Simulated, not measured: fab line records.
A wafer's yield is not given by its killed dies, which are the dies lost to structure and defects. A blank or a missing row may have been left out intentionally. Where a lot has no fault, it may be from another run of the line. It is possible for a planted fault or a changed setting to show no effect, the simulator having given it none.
2 desks, one fault + flow sfq-line + only its own numbers are on each desk; what lay behind them is given at the end

TOOL OWNER'S DESK, rie-diel-03
The tool's own readings at SFQ_TRILAYER_I6_VIA_BARC_OPEN_VIA_ETCH_235 (etches BARC in O2, target depth 125 nm, time 41.7 s): means of the sampled wafers that have a number, for each lot that ran on this tool. The brackets show how far a lot's mean lies from the usual mean; more than 4 standard deviations puts the lot out of limits, marked OUT.
Columns: A = drypump-motor-current-A at SFQ_TRILAYER_I6_VIA_BARC_OPEN_VIA_ETCH_235, usual 5.8 A; B = oes-product-au at SFQ_TRILAYER_I6_VIA_BARC_OPEN_VIA_ETCH_235, usual 0.686 a.u.; C = run-length-s at SFQ_TRILAYER_I6_VIA_BARC_OPEN_VIA_ETCH_235, usual 70.0 s
| lot  | first seen here | A   | B                | C               |
|------|-----------------|-----|------------------|-----------------|
| L962 | day 70 18:52    | 5.9 | 0.683            | 69.6            |
| L963 | day 71 03:16    | 6.3 | 0.685            | 70.3            |
| L964 | day 71 08:04    | 6.0 | 0.686            | 69.9            |
| L969 | day 80 11:05    | 6.2 | 0.671            | 72.3 (+4.5) OUT |
| L971 | day 80 19:58    | 6.3 | 0.666 (-4.3) OUT | 73.6 (+7.1) OUT |
This desk's finding: out of limits on L969, L971; first on L969, day 80 11:05 (run-length-s at SFQ_TRILAYER_I6_VIA_BARC_OPEN_VIA_ETCH_235). Within limits: L962, L963, L964.

THE METROLOGY DESK
What the gauges read for every lot (on any tool): the sampled wafers with a number, averaged. The brackets show how far a lot's mean lies from the usual mean; more than 4 standard deviations puts the lot out of limits, marked OUT.
Columns: A = M7_NB_RS at SFQ_M7_RS_MEAS_943, usual 0.888 ohm/sq
| lot  | first seen here | A     |
|------|-----------------|-------|
| L961 | day 70 17:37    | 0.882 |
| L962 | day 70 20:30    | 0.882 |
| L963 | day 71 04:19    | 0.899 |
| L964 | day 71 09:43    | 0.878 |
| L969 | day 80 12:11    | 0.893 |
| L971 | day 80 21:03    | 0.887 |
| L972 | day 81 06:11    | 0.894 |
| L974 | day 81 14:10    | 0.896 |
| L975 | day 81 17:44    | 0.890 |
| L976 | day 81 20:08    | 0.892 |
| L978 | day 82 10:19    | 0.882 |
| L979 | day 82 11:36    | 0.886 |
| L981 | day 83 05:09    | 0.892 |
| L983 | day 83 10:32    | 0.885 |
Result from this desk: across the 14 lots, nothing is out of limits.

BROUGHT TOGETHER
On L969, L971, at day 80 11:05, an alarm was possible from the tool owner's desk.
From the metrology desk's view, nothing was out of limits.
The metrology desk has L969, L971 on record, within its limits.
Every lot named ran SFQ_TRILAYER_I6_VIA_BARC_OPEN_VIA_ETCH_235 on rie-diel-03.

WHAT THE SIMULATOR HAD INSERTED
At SFQ_TRILAYER_I6_VIA_BARC_OPEN_VIA_ETCH_235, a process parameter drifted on rie-diel-03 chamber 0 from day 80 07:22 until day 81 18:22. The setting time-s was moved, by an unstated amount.
Lots struck among those shown: L969, L971.
Delay in hours, fault start to first out-of-limits reading, by desk: the tool owner's desk at 4.
